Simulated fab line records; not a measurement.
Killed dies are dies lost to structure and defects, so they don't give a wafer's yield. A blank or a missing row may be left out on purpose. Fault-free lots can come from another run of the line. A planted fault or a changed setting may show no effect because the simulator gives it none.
One fault through the eyes of 2 desks / flow sky130 / each desk has only its own numbers; what lay behind them comes last

## AT THE METROLOGY DESK
Means of the sampled wafers that have a number, per lot and without regard to the tool the lot ran on: this is what the gauges read. The brackets show how far a lot's mean lies from the usual mean; more than 4 standard deviations puts the lot out of limits, marked OUT.
Columns: A = FIELD_ISO_OXIDATION_01_THK at SKY_FIELD_ISO_THK_MEAS_23, usual 9.99 nm; B = PWDE_TW at SKY_PWDE_TW_MEAS_10, usual 373.9
lot=L379; first seen here=day 2 11:10; A=9.98; B=374.4
lot=L381; first seen here=day 2 19:20; A=9.89; B=374.8
lot=L382; first seen here=day 3 02:38; A=9.96; B=374.5
lot=L383; first seen here=day 3 13:30; A=10.06; B=371.6
lot=L384; first seen here=day 3 13:31; A=9.94; B=374.5
lot=L386; first seen here=day 3 20:20; A=9.83; B=372.9
lot=L389; first seen here=day 4 12:03; A=9.81; B=373.8
lot=L391; first seen here=day 4 21:03; A=10.07; B=375.0
lot=L396; first seen here=day 5 23:04; A=4.07 (-28) OUT; B=373.5
lot=L400; first seen here=day 6 20:41; A=4.32 (-27) OUT; B=374.9
lot=L401; first seen here=day 7 03:36; A=10.34; B=377.1
lot=L402; first seen here=day 7 08:58; A=10.48; B=376.7
Finding of this desk: L396, L400 out of limits, first seen on L396 at day 5 23:04 (FIELD_ISO_OXIDATION_01_THK at SKY_FIELD_ISO_THK_MEAS_23). L379, L381, L382, L383, L384, L386, L389, L391, L401, L402: within limits.

## FOR THE TOOL OWNER'S DESK: furnace-02
The tool's own readings at SKY_FIELD_ISO_OXIDATION_22 (stabilise 600 s, purge 300 s, target thk 10 nm): means of the sampled wafers that have a number, for each lot that ran on this tool. The brackets show how far a lot's mean lies from the usual mean; more than 4 standard deviations puts the lot out of limits, marked OUT.
Columns: A = spike-tc-bottom-C at SKY_FIELD_ISO_OXIDATION_22, usual 971.2 C; B = tube_center_temp_C_max at SKY_FIELD_ISO_OXIDATION_22, usual 952.4
lot=L379; first seen here=day 2 09:59; A=972.7; B=952.3
lot=L382; first seen here=day 3 01:28; A=972.7; B=952.4
lot=L396; first seen here=day 5 21:53; A=972.8; B=952.2
lot=L400; first seen here=day 6 19:29; A=973.0; B=952.6
This desk's verdict: no lot among the 4 shows anything out of limits.

## TAKEN TOGETHER
At day 5 23:04 the metrology desk could have sounded an alarm, on L396, L400.
The desk of the tool owner found nothing out of limits.
On record at the tool owner's desk: L396, L400, within its limits.
Of the lots named, all ran SKY_FIELD_ISO_OXIDATION_22 on furnace-02.

## WHAT THE SIMULATOR PUT IN
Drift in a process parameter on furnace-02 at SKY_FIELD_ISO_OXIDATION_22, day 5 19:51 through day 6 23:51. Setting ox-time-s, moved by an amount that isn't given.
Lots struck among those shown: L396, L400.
Per desk, hours elapsed from the start of the fault to the first reading out of limits: for the metrology desk, 3.
